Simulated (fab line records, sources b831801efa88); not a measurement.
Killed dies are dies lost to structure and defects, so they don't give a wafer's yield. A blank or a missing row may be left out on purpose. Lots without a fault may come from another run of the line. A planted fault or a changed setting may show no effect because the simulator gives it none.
fab line records | flow sky130
record lots=6 wafers=18 last_day=50
route steps=708 shown VIA2@510 PAD_OPEN@708
lots that met no fault: from a run of the same line without faults
start_h: hours from the record's first day to the start of the lot's first wafer shown | wait_h: hours since the lot's step before | " the same as in the row above | L1.1+2: a row that stands for several wafers | - no value, or no start given | * or withheld: withheld | < > ~ a bound
route shown NAME@n: a module of which the file shows steps, and the number in the route of the first | usual: mean/standard deviation of fault-free wafers | same: alike in all rows | chamber/n: place in a boat | sites: the reading at each site | _std_site: their standard deviation | _edge_site: outer sites' mean less inner sites' | radius_mm: how far each site lies from the wafer's centre | mask NAME#n: copy n | behind: the tool/chamber that last shaped the wafer | hold: why the lot was held/for how many hours/how that ended | device: the transistor (n, p or np) that didn't switch | end of line: the same wafers' tests at the end of the route | a step without rows: its recipe alone | killed: dies lost to structure and defects at the first sort, not the wafer's yield | map: a wafer's dies, x killed, . not, _ none there
set.NAME: the setting as run; set.NAME@STEP: as run at that earlier step | model.NAME: the simulator's own value behind a step, which no gauge read
lots at some steps of the route; a table a step, a row a wafer
services: from which hour (start_h, from the record's first day; less than 0 if before it) a tool's chamber was out of use, for how many hours, and why
## steps
# step SKY_VIA2_BOW_MEAS_03
# recipe mode=bow
# usual VIA2_BOW=87/7.3
# columns lot.wafer tool chamber start_h wait_h VIA2_BOW[um]
L316.1 film_metro-02 - 839.54 0.2 102
L316.2 " - " " 87
L316.4 " - " " 91
L318.4 film_metro-02 - 843.99 0.3 87
L318.5 " - " " 89
L318.6 " - " " 86
L327.2 film_metro-01 - 916.43 0.2 100
L327.3 " - " " 84
L327.4 " - " " 87
L328.1 film_metro-04 - 921.79 0.2 88
L328.3 " - " " 78
L328.4 " - " " 78
L330.1 film_metro-02 - 933.75 0.2 82
L330.2 " - " " 80
L330.6 " - " " 80
L337.1 film_metro-02 - 984.90 0.2 86
L337.2 " - " " 85
L337.3 " - " " 92
# step SKY_VIA2_DEHYDRATE_04
# recipe temp_c=200 time_s=60
# step SKY_VIA2_HMDS_05
# recipe prime_time_s=60 prime_temp_c=120
# step SKY_VIA2_COAT_06
# recipe resist=BARC temp_c=withheld time_s=withheld spin_rpm=3000 resist_thk_nm=60
# step SKY_VIA2_COAT_07
# recipe resist=KrF-thick spin_rpm=3000 resist_thk_nm=450
# step SKY_VIA2_SOFTBAKE_08
# recipe temp_c=100 time_s=90 resist=KrF-thick
# step SKY_VIA2_EXPOSE_09
# recipe mask_id=VIM2 na=0.8 source_shape=annular sigma_inner=0.55 sigma_outer=0.85 target_cd_nm=200 dose_mj=38
# step SKY_VIA2_PEB_10
# recipe peb_temp_c=withheld peb_time_s=withheld resist=KrF-thick
# step SKY_VIA2_DEVELOP_11
# recipe develop_time_s=60 resist=KrF-thick dev_temp_c=21
# step SKY_VIA2_CD_MEAS_12
# recipe target_cd_nm=200
# usual cd_nm=200.1/1.4
# columns lot.wafer tool chamber start_h wait_h cd_nm
L316.1 cd_sem-01 - 866.38 - 200.6
L316.2 " - " " 199.7
L316.4 " - " " 198.0
L318.4 cd_sem-02 - 870.35 - 199.7
L318.5 " - " " 198.9
L318.6 " - " " 199.8
L327.2 cd_sem-02 - 941.36 - 200.4
L327.3 " - " " 201.2
L327.4 " - " " 199.9
L328.1 cd_sem-02 - 946.09 - 199.0
L328.3 " - " " 201.6
L328.4 " - " " 199.4
L330.1 cd_sem-01 - 958.28 - 200.4
L330.2 " - " " 199.4
L330.6 " - " " 199.8
L337.1 cd_sem-01 - 1007.57 - 197.8
L337.2 " - " " 200.8
L337.3 " - " " 200.7
# step SKY_VIA2_OVL_MEAS_13
# usual VIA2_OVL=0/6.6
# columns lot.wafer tool chamber start_h wait_h VIA2_OVL[nm]
L316.1 overlay-01 - 866.50 0.1 -8
L316.2 " - " " -8
L316.4 " - " " -4
L318.4 overlay-01 - 870.43 0.1 -5
L318.5 " - " " -14
L318.6 " - " " -4
L327.2 overlay-01 - 941.46 0.1 15
L327.3 " - " " 9
L327.4 " - " " 12
L328.1 overlay-02 - 946.21 0.1 -12
L328.3 " - " " -6
L328.4 " - " " -2
L330.1 overlay-01 - 958.40 0.1 4
L330.2 " - " " 4
L330.6 " - " " -1
L337.1 overlay-01 - 1007.69 0.1 -1
L337.2 " - " " 6
L337.3 " - " " 1
# step SKY_VIA2_ETCH_14
# recipe chemistry=N2/H2 target=BARC ion_energy_ev=200 source_w=500 bias_w=98.53 pressure_mtorr=30 n2_flow_sccm=100 h2_flow_sccm=200 stop_on=SiO2 time_s=45.9 target_depth_a=600
# usual drypump_motor_current_A=5.8/0.43 oes_product_au=0.856/0.0054 rf_fwd_power_W=494.3/2.4 throttle_valve_pct=13.225/0.0086
# same time_s=45.9
# columns lot.wafer tool chamber start_h wait_h drypump_motor_current_A oes_product_au rf_fwd_power_W rf_hours_counter_h throttle_valve_pct
L316.1 rie_diel-02 0 866.53 0.0 5.9 0.861 496.1 20 13.227
L316.2 " 3 " " 6.1 0.858 491.3 3 13.223
L316.4 " 1 " " 5.1 0.858 495.3 14 13.233
L318.4 rie_diel-03 3 870.44 0.0 6.3 0.863 491.3 15 13.214
L318.5 " 3 " " 6.3 0.850 490.9 - 13.224
L318.6 " 2 " " 5.3 0.853 494.5 - 13.217
L327.2 rie_diel-02 3 941.49 0.0 6.1 0.854 489.9 5 13.239
L327.3 " 0 " " 5.9 0.861 493.0 1 13.224
L327.4 " 2 " " 5.8 0.852 495.4 9 13.230
L328.1 rie_diel-03 3 946.24 0.0 6.3 0.859 491.0 17 13.240
L328.3 " 2 " " 5.3 0.854 494.2 21 13.234
L328.4 " 1 " " 5.8 0.857 495.6 23 13.222
L330.1 rie_diel-02 3 958.43 0.0 6.1 0.849 492.5 5 13.228
L330.2 " 1 " " 5.1 0.847 496.6 17 13.230
L330.6 " 3 " " 6.1 0.855 489.0 - 13.243
L337.1 rie_diel-01 2 1007.73 0.0 5.9 0.856 496.3 11 13.230
L337.2 " 3 " " 5.8 0.855 494.0 23 13.227
L337.3 " 0 " " 6.3 0.849 498.3 27 13.225
# step SKY_VIA2_ETCH_15
# recipe target=SiO2 chemistry=C4F8/O2/Ar target_depth_nm=546 stop_on=TiN mask_material=KrF-thick source_w=1500 bias_w=1200 pressure_mtorr=40 c4f8_flow_sccm=withheld O2_flow_sccm=6 Ar_flow_sccm=300 time_s=84
# usual oes_product_au=0.939/0.005 rf_fwd_power_W=1489/5.1
# same time_s=84
# columns lot.wafer tool chamber start_h wait_h oes_product_au rf_fwd_power_W rf_hours_counter_h model.KrF-thick_of_VIA2_COAT_07.thk_nm model.TiN_of_METAL2_SPUTTER_04.thk_nm
L316.1 rie_diel-02 0 866.58 0.0 0.940 1494 20 288.1 68.65
L316.2 " 3 " " 0.932 1479 3 285.6 69.14
L316.4 " 1 " " 0.940 1495 14 282.8 69.44
L318.4 rie_diel-03 3 870.49 0.0 0.936 1481 15 287.3 69.36
L318.5 " 3 " " 0.943 1482 - 288.4 68.71
L318.6 " 2 " " 0.944 1492 - 290 68.8
L327.2 rie_diel-02 3 941.54 0.0 0.940 1722 5 275.6 67.89
L327.3 " 0 " " 0.941 1734 1 276.6 67.34
L327.4 " 2 " " 0.934 1739 9 279.2 68.08
L328.1 rie_diel-03 3 946.29 0.0 0.939 1478 17 287 68.92
L328.3 " 2 " " 0.948 1497 21 285.4 68.79
L328.4 " 1 " " 0.938 1488 23 285.7 69.47
L330.1 rie_diel-02 3 958.48 0.0 0.938 1720 5 281 69.39
L330.2 " 1 " " 0.938 1720 17 278.4 68.56
L330.6 " 3 " " 0.932 1718 - 278.7 67.68
L337.1 rie_diel-01 2 1007.77 0.0 0.938 1490 11 281.8 68.24
L337.2 " 3 " " 0.935 1487 24 283.5 68.69
L337.3 " 0 " " 0.949 1481 27 283 69.69
# step SKY_VIA2_STRIP_16
# recipe chemistry=O2/N2 power_w=1400 pressure_mtorr=1500 platen_temp_c=withheld o2_flow_sccm=3000 n2_flow_sccm=300 overash_fraction=0.5
# usual drypump_motor_current_A=6.0/0.34 o2_flow_sccm=3000/9 oes_product_au=0.399/0.0049 strip_time_to_endpoint_s=4.06/0.032
# columns lot.wafer tool chamber start_h wait_h drypump_motor_current_A o2_flow_sccm oes_product_au rf_hours_counter_h strip_time_to_endpoint_s
L316.1 plasma_asher-03 0 866.64 0.0 6.3 2995 0.397 97 4.10
L316.2 " 1 " " 5.8 3004 0.403 97 4.09
L316.4 " 1 " " 5.8 3017 0.392 - 4.04
L318.4 plasma_asher-03 1 870.58 0.1 5.8 2989 0.401 - 4.08
L318.5 " 1 " " 5.8 2985 0.401 - 4.11
L318.6 " 0 " " 6.3 3007 0.398 - 4.13
L327.2 plasma_asher-04 0 941.60 0.0 5.4 2998 0.396 24 3.95
L327.3 " 0 " " 5.4 2992 0.397 - 3.97
L327.4 " 1 " " 6.3 3005 0.410 - 3.98
L328.1 plasma_asher-02 1 946.35 0.0 6.0 3002 0.393 52 4.10
L328.3 " 1 " " 6.0 3003 0.395 - 4.09
L328.4 " 0 " " 5.9 2988 0.404 - 4.08
L330.1 plasma_asher-03 0 958.54 0.0 6.3 2996 0.391 105 4.01
L330.2 " 1 " " 5.8 2998 0.401 105 3.99
L330.6 " 0 " " 6.3 2997 0.408 - 3.99
L337.1 plasma_asher-03 1 1007.83 0.0 5.8 2994 0.399 110 4.03
L337.2 " 0 " " 6.3 2996 0.404 110 4.04
L337.3 " 0 " " 6.3 3000 0.391 - 4.01
# step SKY_PAD_OPEN_PROBE_99
# usual defect_limited_yield=82.6/1.8 killed_at_M0_to_M3=43/6.6 killed_at_M4_up=3.4/1.8 killed_at_contacts=24/4.9 killed_at_front_end=15/4.1 killed_at_other=0.3/0.55 killed_dies=85/8.8 killed_open=46/6.1 killed_short=39/5.7 sort_bin_3_pad_short=0.9/0.41 sort_bin_5_function=10.1/1.5 sort_bin_6_memory=6.4/1 sort_n_pass=407/8.8 sort_yield_pct=82.6/1.8
# same gross_dies=492 killed_at_back_side=0 sort_bin_4_leakage[%]=0 sort_bin_8_speed[%]=0
# columns lot.wafer tool chamber start_h wait_h defect_limited_yield[%] killed_at_M0_to_M3 killed_at_M4_up killed_at_contacts killed_at_front_end killed_at_other killed_dies killed_open killed_short sort_bin_3_pad_short[%] sort_bin_5_function[%] sort_bin_6_memory[%] sort_n_pass sort_yield_pct[%]
L318.4 prober-01 - 1095.73 0.2 84.6 43 2 20 11 0 76 47 29 0.6 9.1 5.7 416 84.6
L318.5 prober-01 - 1095.78 0.2 84.1 30 2 25 21 0 78 47 31 0.2 10.0 5.7 414 84.1
L318.6 prober-01 - 1095.83 0.2 82.1 46 0 20 22 0 88 42 45 1.4 10.2 6.3 404 82.1
L337.1 prober-02 - 1198.16 0.1 83.9 41 8 21 9 0 79 43 35 0.6 11.0 4.5 413 83.9
L337.2 prober-02 - 1198.21 0.1 80.5 47 5 30 14 0 96 48 48 0.8 12.0 6.7 396 80.5
L337.3 prober-02 - 1198.26 0.2 80.5 58 2 18 18 0 96 55 40 0.8 10.8 7.9 396 80.5
# killed by level:class
L318.4 VIA1:geometric_particle:open=11 CONTACT:geometric_particle:open=8 VIA2:geometric_particle:open=8 LI_CONTACT:geometric_particle:open=6 METAL1:geometric_particle:short=5 VIA3:geometric_particle:open=5 VIA1:geometric_particle:short=4 VIA2:geometric_particle:short=4
L318.5 CONTACT:geometric_particle:open=9 FIELD_ISO:geometric_particle:open=7 LI_CONTACT:geometric_particle:open=6 POLY_GATE:geometric_particle:open=4 METAL1:geometric_particle:short=4 VIA2:geometric_particle:short=4 VIA2:geometric_particle:open=4 FIELD_ISO:geometric_particle:short=3
L318.6 VIA1:geometric_particle:open=9 VIA2:geometric_particle:short=8 LI_CONTACT:geometric_particle:open=7 VIA3:geometric_particle:open=7 VIA1:geometric_particle:short=6 POLY_GATE:geometric_particle:short=5 POLY_CUT:geometric_particle:short=4 LOCAL_INTERCONNECT:geometric_particle:short=4
L337.1 VIA1:geometric_particle:open=9 VIA3:geometric_particle:open=9 CONTACT:geometric_particle:open=8 METAL4:geometric_particle:short=7 LOCAL_INTERCONNECT:geometric_particle:short=6 METAL2:geometric_particle:short=6 VIA2:geometric_particle:open=5 SPACER:geometric_particle:open=4
L337.2 CONTACT:geometric_particle:short=12 VIA1:geometric_particle:open=11 CONTACT:geometric_particle:open=8 METAL2:geometric_particle:short=7 VIA3:geometric_particle:open=7 LI_CONTACT:geometric_particle:open=6 VIA2:geometric_particle:open=6 VIA1:geometric_particle:short=5
L337.3 VIA1:geometric_particle:open=14 FIELD_ISO:geometric_particle:short=9 VIA2:geometric_particle:open=9 VIA3:geometric_particle:open=8 CONTACT:geometric_particle:open=6 METAL3:geometric_particle:short=6 LI_CONTACT:geometric_particle:open=5 FIELD_ISO:geometric_particle:open=4
## services
# columns tool chamber start_h hours kind
plasma_asher-02 - 856.68 14.6 pm
rie_diel-02 - 877.44 2.8 pm
rie_diel-02 0 882.00 2.7 repair
rie_diel-02 0 884.71 - clean
rie_diel-02 0 884.71 28.9 scheduled_down
rie_diel-02 0 884.71 28.9 vent_cycle
rie_diel-01 1 889.10 5.4 repair
plasma_asher-03 - 914.57 0.8 repair
plasma_asher-03 - 935.23 17.4 pm
plasma_asher-04 - 938.03 1.4 repair
rie_diel-03 2 961.17 34.1 repair
rie_diel-01 1 962.12 8.7 repair
rie_diel-03 - 974.49 1.3 repair
rie_diel-01 1 977.62 4.6 repair
rie_diel-01 0 978.64 4.1 repair
plasma_asher-03 - 988.46 0.7 repair
## key
first_sign step=SKY_VIA2_ETCH_15 reading=rf_fwd_power_W direction=up sigmas=46 usual=1489 struck=1725
effect none on later readings
model_effect step=SKY_VIA2_ETCH_15 value=KrF-thick_of_VIA2_COAT_07.thk_nm without=284.8 struck=278.3
met_at SKY_VIA2_ETCH_15
struck_wafers L327.2,L327.3,L327.4,L330.1,L330.2,L330.6
onset_between 866.58 941.54
fault kind=process_parameter_drift tool=rie_diel-02 chamber=- onset_h=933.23 steps=SKY_VIA2_ETCH_15 channel=source_w offset=240 shape=step end_h=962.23 acts_in=these_recipes_only stated=1500
